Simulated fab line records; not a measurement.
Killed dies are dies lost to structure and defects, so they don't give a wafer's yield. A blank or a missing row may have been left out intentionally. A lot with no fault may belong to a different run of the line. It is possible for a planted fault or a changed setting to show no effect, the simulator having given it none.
Struck lot and sound lot, side by side -- flow sky130 -- 14 steps out of a route of 708
Sound: wafers L890.2, L890.4, L890.6. Wafers struck: L885.1, L885.2, L885.3. The cause is given at the end.
At each step with rows: each side's tool, then ch and its chambers, then its first start. Under that, the readings that differ: sound wafers -- struck wafers -- difference of the means -- sigmas: that difference in standard deviations of wafers without a fault.
alike: readings whose means differ by less than 2 such deviations, and words and numbers that are the same on both sides. not compared: withheld readings, readings that some wafer has no value for, bounds like >300 that may hide the same value, and numbers for which the record gives no deviation and whose values overlap.
Wherever a step has rows on one side only, a row that says differs or no value, or a row with sigmas, the two part there. Non-overlapping numbers with no deviation appear without sigmas and do not part them. A reading that every wafer of one side lacks parts them only if that side has two wafers or more.

first, 3 steps without rows for these wafers: SKY_METAL3_CLEAN_21 (cleans in IPA, time 180 s); SKY_METAL3_CLEAN_22 (cleans in O3/DIW); SKY_VIA3_HDPCVD_00 (deposits SiO2, target thk 1635 nm, time 272.5 s).
SKY_VIA3_THK_MEAS_01:
  struck on film-metro-03, day 41 18:44; sound on film-metro-04, day 43 09:26
  alike: VIA3_HDPCVD_THK
SKY_VIA3_CMP_02: polishes SiO2.
  sound on cmp-01 ch 1,2,3, day 43 09:29; struck on cmp-02 ch 0,1,3, day 41 18:48
  alike: motor-current-A
SKY_VIA3_BOW_MEAS_03:
  struck on film-metro-04, day 41 19:06; sound on film-metro-03, day 43 09:48
  alike: VIA3_BOW
then, 6 steps without rows for these wafers: SKY_VIA3_DEHYDRATE_04 (time 60 s); SKY_VIA3_HMDS_05 (prime time 60 s); SKY_VIA3_COAT_06 (resist thk 60 nm); SKY_VIA3_COAT_07 (resist thk 450 nm); SKY_VIA3_SOFTBAKE_08 (time 90 s); SKY_VIA3_EXPOSE_09 (exposes mask VIM3, target cd 200 nm).
SKY_VIA3_PEB_10:
  sound on litho-track-02 ch 0, day 44 08:00; struck on litho-track-02, day 42 18:00
reading,sound,struck,difference,sigmas
exhaust-pa (Pa),44.0 43.5 44.2,- - -,no value on the struck wafers,
  not compared: chill-plate-temp-C
then, 1 step without rows for these wafers: SKY_VIA3_DEVELOP_11 (develop time 60 s).

WHERE THEY PART
Within this record, at SKY_VIA3_PEB_10 only.

WHY: what had been put in by the simulator
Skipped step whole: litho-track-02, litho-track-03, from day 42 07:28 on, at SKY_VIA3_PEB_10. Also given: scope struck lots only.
